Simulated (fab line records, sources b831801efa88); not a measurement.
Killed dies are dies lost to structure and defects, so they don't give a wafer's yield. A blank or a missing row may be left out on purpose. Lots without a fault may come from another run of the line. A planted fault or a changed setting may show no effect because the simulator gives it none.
Which tool did it? | flow sfq_line | 14 lots, 42 wafers sampled, at 1 step of a route of 325

WHAT THE GAUGES READ, wafer by wafer
The record holds no reading of a measuring or inspecting step that can be judged against a usual standard deviation.

WHICH TOOL RAN EACH LOT (tool, then ch and the chambers of the sampled wafers, then the start)
lot  | SFQ_TRILAYER_M6_LITHO_DEVELOP_161
L394 | litho_track-04 ch 0, day 65 21:24
L395 | litho_track-04 ch 0, day 66 02:12
L399 | litho_track-01 ch 0, day 75 21:08
L400 | litho_track-03, day 76 00:46
L401 | litho_track-01, day 79 19:44
L402 | litho_track-01 ch 0, day 80 01:46
L409 | litho_track-01 ch 0, day 81 08:31
L411 | litho_track-01 ch 0, day 81 22:55
L412 | litho_track-01 ch 0, day 82 00:08
L413 | litho_track-01 ch 0, day 82 04:10
L414 | litho_track-01 ch 0, day 82 10:11
L415 | litho_track-03 ch 0, day 82 12:34
L416 | litho_track-03 ch 0, day 82 14:58
L417 | litho_track-01 ch 0, day 82 18:35
- SFQ_TRILAYER_M6_LITHO_DEVELOP_161: time 60 s.

WHAT THE TOOLS THEMSELVES READ (means of the sampled wafers that have a number; where no wafer has one, the mark that the record gives instead)
SFQ_TRILAYER_M6_LITHO_DEVELOP_161.
lot  | tool           | chill_plate_temp_C (C) | exhaust_pa (Pa)
L394 | litho_track-04 | 23.13                  | 44.8
L395 | litho_track-04 | 23.04                  | 45.4
L399 | litho_track-01 | 23.13                  | 45.1
L400 | litho_track-03 | -                      | -
L401 | litho_track-01 | -                      | -
L402 | litho_track-01 | 22.97                  | 45.8
L409 | litho_track-01 | 22.90                  | 44.6
L411 | litho_track-01 | 22.89                  | 45.0
L412 | litho_track-01 | 22.89                  | 45.4
L413 | litho_track-01 | 23.00                  | 44.3
L414 | litho_track-01 | 23.00                  | 46.7
L415 | litho_track-03 | 23.07                  | 45.3
L416 | litho_track-03 | 23.03                  | 43.8
L417 | litho_track-01 | 22.98                  | 44.3

THE ANSWER, worked out from the rows above alone
Rule: what is usual is taken from the lots themselves. Put in order of their means at a reading, lots are off if they are a third of the lots or fewer, leave a main group of 4 or more, and stand apart from it by a gap of 3 or more times the standard deviation of the main group's means; of several such gaps the widest counts. A main group whose means are all the same, to the digits that the tables above print for the reading, isn't used. A lot without any number at a reading at which 4 lots or more have one is off too. The other lots that the step has rows for count as sound. The gauges are gone through in route order, then the tools' own readings, and for those a lot's mean is taken as printed above. The first step at which some lot is off is used, and at that step the reading that is off furthest; a lot without a number counts as furthest.
Off: L400, L401, at SFQ_TRILAYER_M6_LITHO_DEVELOP_161 (chill_plate_temp_C). Without a number there: L400, L401. The main group: mean 23.00 C, standard deviation 0.08.
A tool fits if, at that step or a process step before it, it ran every lot that is off, and no sound lot after the first of them. None of those tried fits.

WHAT THE SIMULATOR HAD PUT IN
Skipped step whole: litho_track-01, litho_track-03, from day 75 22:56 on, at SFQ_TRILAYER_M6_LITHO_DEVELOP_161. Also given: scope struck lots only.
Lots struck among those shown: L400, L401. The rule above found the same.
